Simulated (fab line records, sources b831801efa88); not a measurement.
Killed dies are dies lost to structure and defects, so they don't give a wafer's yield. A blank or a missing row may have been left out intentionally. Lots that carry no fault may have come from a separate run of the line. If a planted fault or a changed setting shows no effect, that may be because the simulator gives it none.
Which tool was responsible? || flow gf180mcu || 39 wafers from 13 lots sampled at 6 of the route's 602 steps

WHAT THE GAUGES READ, wafer by wafer
GF_MVSD_OVL_MEAS_07.
{"lot": "L353", "measured": "day 4 10:53", "on": "overlay-01", "MVSD_OVL (nm)": "-2.5 -1.2 0.6"}
{"lot": "L354", "measured": "day 4 14:37", "on": "overlay-02", "MVSD_OVL (nm)": "-1.9 -0.4 -2.5"}
{"lot": "L355", "measured": "day 4 21:17", "on": "overlay-02", "MVSD_OVL (nm)": "0.6 -1.8 0.4"}
{"lot": "L356", "measured": "day 5 02:29", "on": "overlay-02", "MVSD_OVL (nm)": "-3.0 -0.9 -4.4"}
{"lot": "L357", "measured": "day 5 07:56", "on": "overlay-02", "MVSD_OVL (nm)": "-2.2 -2.2 -1.3"}
{"lot": "L358", "measured": "day 5 14:21", "on": "overlay-01", "MVSD_OVL (nm)": "0.2 -0.6 -1.9"}
{"lot": "L364", "measured": "day 7 06:11", "on": "overlay-01", "MVSD_OVL (nm)": "3.2 0.7 1.6"}
{"lot": "L365", "measured": "day 7 10:55", "on": "overlay-02", "MVSD_OVL (nm)": "-1.1 -1.3 0.0"}
{"lot": "L370", "measured": "day 8 12:38", "on": "overlay-02", "MVSD_OVL (nm)": "1.6 -0.7 2.8"}
{"lot": "L372", "measured": "day 9 00:59", "on": "overlay-02", "MVSD_OVL (nm)": "-3.2 -2.9 -3.5"}
{"lot": "L373", "measured": "day 9 08:17", "on": "overlay-02", "MVSD_OVL (nm)": "-3.6 -2.5 -1.6"}
{"lot": "L375", "measured": "day 9 17:28", "on": "overlay-02", "MVSD_OVL (nm)": "-2.6 -3.0 -2.9"}
{"lot": "L376", "measured": "day 10 01:29", "on": "overlay-02", "MVSD_OVL (nm)": "-3.2 -0.8 -1.2"}

GF_MVSD_TW_MEAS_11.
{"lot": "L353", "measured": "day 4 11:20", "on": "film_metro-03", "MVSD_TW": "1555 1552 1563"}
{"lot": "L354", "measured": "day 4 15:04", "on": "film_metro-03", "MVSD_TW": "1564 1560 1559"}
{"lot": "L355", "measured": "day 4 21:44", "on": "film_metro-04", "MVSD_TW": "1564 1565 1559"}
{"lot": "L356", "measured": "day 5 02:56", "on": "film_metro-03", "MVSD_TW": "1559 1567 1557"}
{"lot": "L357", "measured": "day 5 08:23", "on": "film_metro-01", "MVSD_TW": "1599 1585 1596"}
{"lot": "L358", "measured": "day 5 14:48", "on": "film_metro-01", "MVSD_TW": "1591 1589 1587"}
{"lot": "L364", "measured": "day 7 06:38", "on": "film_metro-01", "MVSD_TW": "1508 1504 1503"}
{"lot": "L365", "measured": "day 7 11:22", "on": "film_metro-04", "MVSD_TW": "1477 1467 1471"}
{"lot": "L370", "measured": "day 8 13:04", "on": "film_metro-04", "MVSD_TW": "1543 1553 1552"}
{"lot": "L372", "measured": "day 9 01:26", "on": "film_metro-04", "MVSD_TW": "1560 1543 1546"}
{"lot": "L373", "measured": "day 9 08:44", "on": "film_metro-03", "MVSD_TW": "1568 1573 1570"}
{"lot": "L375", "measured": "day 9 17:55", "on": "film_metro-04", "MVSD_TW": "1541 1545 1543"}
{"lot": "L376", "measured": "day 10 01:55", "on": "film_metro-04", "MVSD_TW": "1530 1534 1537"}

GF_MVPSD_OVL_MEAS_07.
{"lot": "L353", "measured": "day 5 00:31", "on": "overlay-01", "MVPSD_OVL (nm)": "2.3 2.5 1.2"}
{"lot": "L354", "measured": "day 5 04:29", "on": "overlay-01", "MVPSD_OVL (nm)": "1.4 0.5 2.1"}
{"lot": "L355", "measured": "day 5 11:33", "on": "overlay-02", "MVPSD_OVL (nm)": "0.9 -0.5 -1.0"}
{"lot": "L356", "measured": "day 5 16:49", "on": "overlay-01", "MVPSD_OVL (nm)": "-1.2 -0.8 -1.7"}
{"lot": "L357", "measured": "day 5 21:47", "on": "overlay-02", "MVPSD_OVL (nm)": "-0.2 -1.3 -1.6"}
{"lot": "L358", "measured": "day 6 05:16", "on": "overlay-01", "MVPSD_OVL (nm)": "1.0 1.6 1.1"}
{"lot": "L364", "measured": "day 7 23:01", "on": "overlay-02", "MVPSD_OVL (nm)": "-1.0 -3.0 -0.4"}
{"lot": "L365", "measured": "day 8 03:32", "on": "overlay-01", "MVPSD_OVL (nm)": "1.0 1.4 -0.6"}
{"lot": "L370", "measured": "day 9 05:59", "on": "overlay-01", "MVPSD_OVL (nm)": "0.5 0.0 0.5"}
{"lot": "L372", "measured": "day 9 18:55", "on": "overlay-01", "MVPSD_OVL (nm)": "-2.3 1.4 1.2"}
{"lot": "L373", "measured": "day 10 03:16", "on": "overlay-01", "MVPSD_OVL (nm)": "-2.2 -0.1 -0.5"}
{"lot": "L375", "measured": "day 10 11:25", "on": "overlay-01", "MVPSD_OVL (nm)": "2.7 2.9 3.0"}
{"lot": "L376", "measured": "day 10 20:02", "on": "overlay-02", "MVPSD_OVL (nm)": "2.3 2.6 -0.7"}

GF_VT_IMPLANT_RS_MEAS_46: the measuring method here is four-point-probe.
{"lot": "L353", "measured": "day 7 12:41", "on": "film_metro-01", "MVSD_RS (ohm/sq)": "456.7 456.2 455.8"}
{"lot": "L354", "measured": "day 7 18:34", "on": "film_metro-04", "MVSD_RS (ohm/sq)": "458.2 456.4 457.4"}
{"lot": "L355", "measured": "day 8 01:31", "on": "film_metro-03", "MVSD_RS (ohm/sq)": "459.6 458.7 458.7"}
{"lot": "L356", "measured": "day 8 07:56", "on": "film_metro-03", "MVSD_RS (ohm/sq)": "457.3 458.7 457.5"}
{"lot": "L357", "measured": "day 8 14:45", "on": "film_metro-04", "MVSD_RS (ohm/sq)": "456.3 455.5 456.2"}
{"lot": "L358", "measured": "day 8 23:19", "on": "film_metro-01", "MVSD_RS (ohm/sq)": "455.5 456.6 456.7"}
{"lot": "L364", "measured": "day 10 23:18", "on": "film_metro-03", "MVSD_RS (ohm/sq)": "500.2 501.8 502.4"}
{"lot": "L365", "measured": "day 11 03:57", "on": "film_metro-01", "MVSD_RS (ohm/sq)": "497.4 497.2 496.3"}
{"lot": "L370", "measured": "day 12 08:51", "on": "film_metro-03", "MVSD_RS (ohm/sq)": "458.0 458.9 458.1"}
{"lot": "L372", "measured": "day 12 23:04", "on": "film_metro-04", "MVSD_RS (ohm/sq)": "456.6 456.8 455.6"}
{"lot": "L373", "measured": "day 13 08:14", "on": "film_metro-04", "MVSD_RS (ohm/sq)": "455.3 457.5 455.7"}
{"lot": "L375", "measured": "day 13 18:03", "on": "film_metro-03", "MVSD_RS (ohm/sq)": "457.6 456.0 455.8"}
{"lot": "L376", "measured": "day 14 03:02", "on": "film_metro-03", "MVSD_RS (ohm/sq)": "458.6 458.9 457.8"}

WHICH TOOL RAN EACH LOT (tool, then ch and the chambers of the sampled wafers, then the start)
{"lot": "L353", "GF_STI_CMP_25": "cmp-01 ch 1,3, day 2 05:06", "GF_MVSD_IMPLANT_08": "implanter-02 ch 0, day 4 10:56"}
{"lot": "L354", "GF_STI_CMP_25": "cmp-01 ch 0,1,2, day 2 08:49", "GF_MVSD_IMPLANT_08": "implanter-04 ch 0, day 4 14:41"}
{"lot": "L355", "GF_STI_CMP_25": "cmp-02 ch 1,2,3, day 2 14:52", "GF_MVSD_IMPLANT_08": "implanter-03 ch 0, day 4 21:20"}
{"lot": "L356", "GF_STI_CMP_25": "cmp-01 ch 0,2,3, day 2 18:32", "GF_MVSD_IMPLANT_08": "implanter-02 ch 0, day 5 02:34"}
{"lot": "L357", "GF_STI_CMP_25": "cmp-02 ch 0,1,3, day 2 23:50", "GF_MVSD_IMPLANT_08": "implanter-04 ch 0, day 5 08:02"}
{"lot": "L358", "GF_STI_CMP_25": "cmp-02 ch 1,2, day 3 06:04", "GF_MVSD_IMPLANT_08": "implanter-03 ch 0, day 5 14:26"}
{"lot": "L364", "GF_STI_CMP_25": "cmp-02 ch 0,1,2, day 4 14:50", "GF_MVSD_IMPLANT_08": "implanter-03 ch 0, day 7 06:14"}
{"lot": "L365", "GF_STI_CMP_25": "cmp-01 ch 0,3, day 4 20:29", "GF_MVSD_IMPLANT_08": "implanter-03 ch 0, day 7 10:59"}
{"lot": "L370", "GF_STI_CMP_25": "cmp-01 ch 1,2,3, day 5 18:49", "GF_MVSD_IMPLANT_08": "implanter-04 ch 0, day 8 12:40"}
{"lot": "L372", "GF_STI_CMP_25": "cmp-02 ch 0,2,3, day 6 06:04", "GF_MVSD_IMPLANT_08": "implanter-04 ch 0, day 9 01:02"}
{"lot": "L373", "GF_STI_CMP_25": "cmp-01 ch 0,3, day 6 11:04", "GF_MVSD_IMPLANT_08": "implanter-04 ch 0, day 9 08:20"}
{"lot": "L375", "GF_STI_CMP_25": "cmp-02 ch 2,3, day 6 20:19", "GF_MVSD_IMPLANT_08": "implanter-04 ch 0, day 9 17:31"}
{"lot": "L376", "GF_STI_CMP_25": "cmp-01 ch 0,1,2, day 7 02:14", "GF_MVSD_IMPLANT_08": "implanter-04 ch 0, day 10 01:31"}
- GF_STI_CMP_25: polishes, stops on Si3N4, t overpolish 33 s, target thk 524.6 nm.
- GF_MVSD_IMPLANT_08

WHAT THE TOOLS THEMSELVES READ (means of the sampled wafers that have a number; where no wafer has one, the mark that the record gives instead)
GF_STI_CMP_25.
{"lot": "L353", "tool": "cmp-01", "head_pressure_psi (psi)": 4.001, "motor_current_A (A)": 13.1, "overpolish_run_s (s)": 32.997, "time_to_endpoint_s (s)": 116}
{"lot": "L354", "tool": "cmp-01", "head_pressure_psi (psi)": 4.001, "motor_current_A (A)": 12.6, "overpolish_run_s (s)": 33.000, "time_to_endpoint_s (s)": 118}
{"lot": "L355", "tool": "cmp-02", "head_pressure_psi (psi)": 3.998, "motor_current_A (A)": 11.3, "overpolish_run_s (s)": 33.008, "time_to_endpoint_s (s)": 121}
{"lot": "L356", "tool": "cmp-01", "head_pressure_psi (psi)": 4.003, "motor_current_A (A)": 11.8, "overpolish_run_s (s)": 33.005, "time_to_endpoint_s (s)": 122}
{"lot": "L357", "tool": "cmp-02", "head_pressure_psi (psi)": 4.006, "motor_current_A (A)": 12.1, "overpolish_run_s (s)": 32.998, "time_to_endpoint_s (s)": 120}
{"lot": "L358", "tool": "cmp-02", "head_pressure_psi (psi)": 3.991, "motor_current_A (A)": 12.0, "overpolish_run_s (s)": 32.997, "time_to_endpoint_s (s)": 126}
{"lot": "L364", "tool": "cmp-02", "head_pressure_psi (psi)": 3.993, "motor_current_A (A)": 13.1, "overpolish_run_s (s)": 32.999, "time_to_endpoint_s (s)": 120}
{"lot": "L365", "tool": "cmp-01", "head_pressure_psi (psi)": 3.993, "motor_current_A (A)": 11.6, "overpolish_run_s (s)": 33.008, "time_to_endpoint_s (s)": 123}
{"lot": "L370", "tool": "cmp-01", "head_pressure_psi (psi)": 4.007, "motor_current_A (A)": 12.8, "overpolish_run_s (s)": 32.991, "time_to_endpoint_s (s)": 124}
{"lot": "L372", "tool": "cmp-02", "head_pressure_psi (psi)": 4.007, "motor_current_A (A)": 11.5, "overpolish_run_s (s)": 32.989, "time_to_endpoint_s (s)": 127}
{"lot": "L373", "tool": "cmp-01", "head_pressure_psi (psi)": 4.000, "motor_current_A (A)": 11.7, "overpolish_run_s (s)": 32.998, "time_to_endpoint_s (s)": 124}
{"lot": "L375", "tool": "cmp-02", "head_pressure_psi (psi)": 4.008, "motor_current_A (A)": 10.7, "overpolish_run_s (s)": 33.005, "time_to_endpoint_s (s)": 127}
{"lot": "L376", "tool": "cmp-01", "head_pressure_psi (psi)": 4.000, "motor_current_A (A)": 12.7, "overpolish_run_s (s)": 33.005, "time_to_endpoint_s (s)": 127}

GF_MVSD_IMPLANT_08.
{"lot": "L353", "tool": "implanter-02", "dose_ions_cm2": 1.6e+13, "faraday_current_uA": 91.4}
{"lot": "L354", "tool": "implanter-04", "dose_ions_cm2": 1.6e+13, "faraday_current_uA": 89.3}
{"lot": "L355", "tool": "implanter-03", "dose_ions_cm2": 1.6e+13, "faraday_current_uA": 89.6}
{"lot": "L356", "tool": "implanter-02", "dose_ions_cm2": 1.6e+13, "faraday_current_uA": 88.7}
{"lot": "L357", "tool": "implanter-04", "dose_ions_cm2": 1.6e+13, "faraday_current_uA": 89.4}
{"lot": "L358", "tool": "implanter-03", "dose_ions_cm2": 1.6e+13, "faraday_current_uA": 90.5}
{"lot": "L364", "tool": "implanter-03", "dose_ions_cm2": 1.3e+13, "faraday_current_uA": 75.4}
{"lot": "L365", "tool": "implanter-03", "dose_ions_cm2": 1.3e+13, "faraday_current_uA": 77.4}
{"lot": "L370", "tool": "implanter-04", "dose_ions_cm2": 1.6e+13, "faraday_current_uA": 90.9}
{"lot": "L372", "tool": "implanter-04", "dose_ions_cm2": 1.6e+13, "faraday_current_uA": 91.1}
{"lot": "L373", "tool": "implanter-04", "dose_ions_cm2": 1.6e+13, "faraday_current_uA": 91.1}
{"lot": "L375", "tool": "implanter-04", "dose_ions_cm2": 1.6e+13, "faraday_current_uA": 88.6}
{"lot": "L376", "tool": "implanter-04", "dose_ions_cm2": 1.6e+13, "faraday_current_uA": 91.2}

THE ANSWER, worked out from the rows above alone
Rule: the usual values come from the lots themselves. The widest of any qualifying gaps counts: lots, ordered by their means at a reading, are off when they make up no more than a third of the lots, leave a main group of 4 or more, and stand apart from it by 3 or more times the standard deviation of that group's means. Not used: any main group whose means are identical at the precision the tables above print for the reading. Also off: a lot with no number at a reading for which 4 or more lots have one. The other lots that the step has rows for count as sound. Order of review: gauges by route order, followed by the tools' own readings, for which a lot's mean as printed above is used. The first step at which some lot is off is used, and at that step the reading that is off furthest; a lot without a number counts as furthest.
Off: L364, L365, at GF_VT_IMPLANT_RS_MEAS_46 (MVSD_RS). For the main group the mean is 457.1 ohm/sq and the standard deviation 1.
A tool fits if, at a process step before that reading, it ran every lot that is off, and no sound lot after the first of them. Not tried: the gauges at GF_VT_IMPLANT_RS_MEAS_46; whatever is off there is also off at GF_MVSD_IMPLANT_08, on other tools, and gauge error can't account for it. One fits: GF_MVSD_IMPLANT_08 on implanter-03. Its last sound lot is L358 (day 5 14:26), its first lot that is off L364 (day 7 06:14): a fault that began between those two fits.
The tool's own readings at GF_MVSD_IMPLANT_08 bear it out: on the lots that are off they differ by more than 5 times the standard deviation of the sound lots' means. dose_ions_cm2 reads 1.3e+13 there against 1.6e+13 on the sound lots; faraday_current_uA reads 76.4 there against 90.2 on the sound lots.

WHAT THE SIMULATOR HAD INSERTED
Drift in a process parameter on implanter-03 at GF_MVSD_IMPLANT_08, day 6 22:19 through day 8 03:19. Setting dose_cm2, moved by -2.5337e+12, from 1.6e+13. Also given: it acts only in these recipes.
Struck lots among those shown: L364, L365. The rule above reached the same finding.
